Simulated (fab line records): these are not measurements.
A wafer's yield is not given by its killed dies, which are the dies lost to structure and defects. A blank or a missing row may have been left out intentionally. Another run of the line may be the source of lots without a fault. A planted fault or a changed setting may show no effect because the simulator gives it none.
Comparing a struck lot with a sound one / flow gf180mcu / 15 out of 602 route steps
Sound: these wafers, L210.3, L210.4, L210.6. Wafers struck: L217.1, L217.3, L217.5. The cause comes at the end.
Per side, at each step with rows, come the tool, then ch with its chambers, and then its first start. Under that, the readings that differ: sound wafers / struck wafers / difference of the means / sigmas: that difference in standard deviations of wafers without a fault.
alike: a reading whose means differ by less than 2 such deviations, as well as words and numbers matching on both sides. not compared: withheld readings; readings where some wafer has no value; bounds like >300 that might hide an equal value; numbers whose values overlap and for which the record gives no deviation.
The two part at a step that has a row with sigmas, a row that says differs or no value, or rows on one side only. Non-overlapping numbers with no deviation appear without sigmas and do not part them. A reading missing from all wafers of one side parts the sides only when that side holds two or more wafers.

first, 8 steps without rows for these wafers: GF_CONTACT_DEHYDRATE_06 (time 60 s); GF_CONTACT_HMDS_07 (prime time 60 s); GF_CONTACT_COAT_08; GF_CONTACT_COAT_09 (resist thk 1000 nm); GF_CONTACT_SOFTBAKE_10 (time 60 s); GF_CONTACT_EXPOSE_11 (exposes mask Contact, target cd 220 nm); GF_CONTACT_PEB_12 (peb time 90 s); GF_CONTACT_DEVELOP_13 (develop time 60 s).
GF_CONTACT_CD_MEAS_14: target cd 220 nm.
  sound: cdSem-01 at day 19 07:45; struck: cdSem-01 at day 22 00:54
  alike: cdNm
GF_CONTACT_OVL_MEAS_15:
  sound: overlay-01 at day 19 07:50; struck: overlay-02 at day 22 01:01
  alike: CONTACT_OVL
GF_CONTACT_ETCH_16: etches BARC in N2/H2.
  sound on rieDiel-02 ch 0,1,2, day 19 07:52; struck on rieDiel-03 ch 0,2,3, day 22 01:04
  alike: drypumpMotorCurrentA, oesProductAu, throttleValvePct
GF_CONTACT_ETCH_17: etches SiO2 in C4F8/O2/Ar, stops on CoSi2, target depth 860 nm.
  sound on rieDiel-02 ch 0,1,2; struck on rieDiel-03 ch 0,2,3
  alike: oesProductAu
GF_CONTACT_STRIP_18: strips in O2/N2.
  sound on plasmaAsher-04 ch 0,1, day 19 08:04; struck on plasmaAsher-04 ch 1, day 22 01:13
reading=oesProductAu (a.u.); sound=0.575 0.576 0.582; struck=0.589 0.586 0.587; difference=+0.010; sigmas=+2
reading=platenTempC (C); sound=249.85 249.95 250.15; struck=243.35 243.00 243.27; difference=-6.78; sigmas=-36
  alike: drypumpMotorCurrentA, heaterPowerW, o2FlowSccm
  not compared: rfHoursCounterH
then, 1 step without rows for these wafers: GF_CONTACT_CLEAN_19 (cleans in SPM).
GF_PASSIVATION_PROBE_99:
  sound wafers here have rows in the record (prober-02, day 31 14:45); struck ones have none

## WHERE THEY PART
Earliest at GF_CONTACT_STRIP_18; latest, in this record, at GF_PASSIVATION_PROBE_99.

WHY: what had been put in by the simulator
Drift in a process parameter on plasmaAsher-04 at GF_CONTACT_STRIP_18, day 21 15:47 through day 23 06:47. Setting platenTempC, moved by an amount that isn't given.
